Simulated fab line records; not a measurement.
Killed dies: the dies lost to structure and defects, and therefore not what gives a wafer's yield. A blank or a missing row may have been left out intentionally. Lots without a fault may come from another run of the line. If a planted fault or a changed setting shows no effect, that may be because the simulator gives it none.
What tool caused it? / flow gf180mcu / 39 wafers from 13 lots sampled at 3 of the route's 602 steps

WHAT EACH GAUGE READ, for each wafer
GF_STI_THK_MEAS_04. Usual: STI_CVD_03_THK gives 207.6 nm (standard deviation 1.7).
lot=L677; measured=day 1 15:43; on=film metro-01; STI_CVD_03_THK (nm)=208.9 209.4 209.1; flag=
lot=L679; measured=day 2 01:11; on=film metro-04; STI_CVD_03_THK (nm)=208.6 209.8 210.3; flag=
lot=L680; measured=day 2 05:34; on=film metro-01; STI_CVD_03_THK (nm)=207.7 207.0 209.3; flag=
lot=L682; measured=day 2 14:34; on=film metro-04; STI_CVD_03_THK (nm)=206.1 207.7 207.5; flag=
lot=L683; measured=day 2 20:38; on=film metro-03; STI_CVD_03_THK (nm)=206.5 205.3 205.7; flag=
lot=L685; measured=day 3 05:43; on=film metro-04; STI_CVD_03_THK (nm)=207.7 205.9 205.7; flag=
lot=L687; measured=day 3 15:51; on=film metro-01; STI_CVD_03_THK (nm)=207.0 206.3 207.9; flag=
lot=L691; measured=day 4 13:07; on=film metro-04; STI_CVD_03_THK (nm)=206.6 207.9 208.3; flag=
lot=L692; measured=day 4 16:49; on=film metro-03; STI_CVD_03_THK (nm)=205.7 207.0 207.5; flag=
lot=L696; measured=day 5 12:34; on=film metro-03; STI_CVD_03_THK (nm)=207.7 208.0 210.2; flag=
lot=L698; measured=day 5 22:34; on=film metro-01; STI_CVD_03_THK (nm)=205.5 207.7 207.1; flag=
lot=L699; measured=day 6 03:35; on=film metro-03; STI_CVD_03_THK (nm)=209.2 209.9 207.7; flag=
lot=L700; measured=day 6 09:20; on=film metro-01; STI_CVD_03_THK (nm)=209.1 209.4 210.2; flag=

GF_SALICIDE_THK_MEAS_05: measures by xrf. Usual: SALICIDE_TIN_THK gives 19.77 nm (standard deviation 0.25).
lot=L677; measured=day 15 06:00; on=film metro-03; SALICIDE_TIN_THK (nm)=19.77 19.72 20.13; flag=
lot=L679; measured=day 16 02:08; on=film metro-02; SALICIDE_TIN_THK (nm)=19.56 19.50 19.61; flag=
lot=L680; measured=day 16 09:34; on=film metro-02; SALICIDE_TIN_THK (nm)=19.38 20.12 20.03; flag=
lot=L682; measured=day 16 21:01; on=film metro-03; SALICIDE_TIN_THK (nm)=19.64 19.40 19.48; flag=
lot=L683; measured=day 17 07:07; on=film metro-04; SALICIDE_TIN_THK (nm)=19.46 19.75 19.75; flag=
lot=L685; measured=day 18 04:28; on=film metro-03; SALICIDE_TIN_THK (nm)=19.99 19.99 19.85; flag=
lot=L687; measured=day 18 18:41; on=film metro-03; SALICIDE_TIN_THK (nm)=20.09 20.01 19.92; flag=
lot=L691; measured=day 20 03:23; on=film metro-04; SALICIDE_TIN_THK (nm)=19.79 19.98 19.60; flag=
lot=L692; measured=day 20 09:02; on=film metro-02; SALICIDE_TIN_THK (nm)=19.95 20.04 19.70; flag=
lot=L696; measured=day 21 18:27; on=film metro-04; SALICIDE_TIN_THK (nm)=19.53 19.68 19.81; flag=
lot=L698; measured=day 22 13:54; on=film metro-04; SALICIDE_TIN_THK (nm)=19.76 19.88 20.16; flag=
lot=L699; measured=day 22 20:12; on=film metro-04; SALICIDE_TIN_THK (nm)=19.66 19.56 19.55; flag=
lot=L700; measured=day 23 09:20; on=film metro-02; SALICIDE_TIN_THK (nm)=19.67 20.02 19.91; flag=

WHAT TOOL EACH LOT RAN ON (gives the tool, then ch and the chambers of the sampled wafers, and finally the start)
lot=L677; GF_HV_LDD_CLEAN_51=wet bench-03 ch 0, day 12 12:24
lot=L679; GF_HV_LDD_CLEAN_51=wet bench-01 ch 1, day 13 05:16
lot=L680; GF_HV_LDD_CLEAN_51=wet bench-04 ch 0, day 13 12:44
lot=L682; GF_HV_LDD_CLEAN_51=wet bench-04 ch 2, day 13 23:51
lot=L683; GF_HV_LDD_CLEAN_51=wet bench-04 ch 3, day 14 09:32
lot=L685; GF_HV_LDD_CLEAN_51=wet bench-01 ch 1, day 15 05:44
lot=L687; GF_HV_LDD_CLEAN_51=wet bench-04 ch 0, day 15 17:56
lot=L691; GF_HV_LDD_CLEAN_51=wet bench-03 ch 0, day 17 00:11
lot=L692; GF_HV_LDD_CLEAN_51=wet bench-04 ch 1, day 17 04:22
lot=L696; GF_HV_LDD_CLEAN_51=wet bench-04 ch 2, day 18 13:23
lot=L698; GF_HV_LDD_CLEAN_51=wet bench-01 ch 1, day 19 10:07
lot=L699; GF_HV_LDD_CLEAN_51=wet bench-03 ch 3, day 19 15:44
lot=L700; GF_HV_LDD_CLEAN_51=wet bench-03 ch 2, day 20 05:01
- GF_HV_LDD_CLEAN_51: cleans in SC1/SC2, time 150 s.

WHAT THE TOOLS THEMSELVES READ (means of the sampled wafers that have a number; where no wafer has one, the mark that the record gives instead)
GF_HV_LDD_CLEAN_51. Usual: run length s 179 s, standard deviation 4; temp c 70.01 C, standard deviation 0.14.
lot=L677; tool=wet bench-03; run length s (s)=185; temp c (C)=70.16; flag=
lot=L679; tool=wet bench-01; run length s (s)=175; temp c (C)=69.90; flag=
lot=L680; tool=wet bench-04; run length s (s)=183; temp c (C)=70.10; flag=
lot=L682; tool=wet bench-04; run length s (s)=176; temp c (C)=70.05; flag=
lot=L683; tool=wet bench-04; run length s (s)=183; temp c (C)=69.99; flag=
lot=L685; tool=wet bench-01; run length s (s)=175; temp c (C)=70.03; flag=
lot=L687; tool=wet bench-04; run length s (s)=176; temp c (C)=70.04; flag=
lot=L691; tool=wet bench-03; run length s (s)=177; temp c (C)=69.98; flag=
lot=L692; tool=wet bench-04; run length s (s)=175; temp c (C)=69.77; flag=
lot=L696; tool=wet bench-04; run length s (s)=160; temp c (C)=69.81; flag=OFF
lot=L698; tool=wet bench-01; run length s (s)=184; temp c (C)=69.88; flag=
lot=L699; tool=wet bench-03; run length s (s)=184; temp c (C)=69.95; flag=
lot=L700; tool=wet bench-03; run length s (s)=176; temp c (C)=69.90; flag=

THE ANSWER, worked out from the rows above alone
Rule: a lot counts as off when the mean over its wafers that have a number is more than 3 standard deviations away from the usual mean. Also off: a lot with no number at a reading for which 4 or more lots have one. The other lots that the step has rows for count as sound. The gauges are gone through in route order, then the tools' own readings, and for those a lot's mean is taken as printed above. The first step at which some lot is off is used, and at that step the reading that is off furthest; a lot without a number counts as furthest.
Off, at GF_HV_LDD_CLEAN_51 on run length s: L696.
A tool fits if, at that step or a process step before it, it ran every lot that is off, and no sound lot after the first of them. One fits: GF_HV_LDD_CLEAN_51 on wet bench-04. Its last sound lot is L692 (day 17 04:22), its first lot that is off L696 (day 18 13:23): a fault that began between those two fits.

WHAT THE SIMULATOR HAD INSERTED
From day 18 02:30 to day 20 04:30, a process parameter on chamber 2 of wet bench-04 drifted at GF_HV_LDD_CLEAN_51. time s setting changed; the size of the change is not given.
Struck lots among those shown: L696. The rule above found the same.
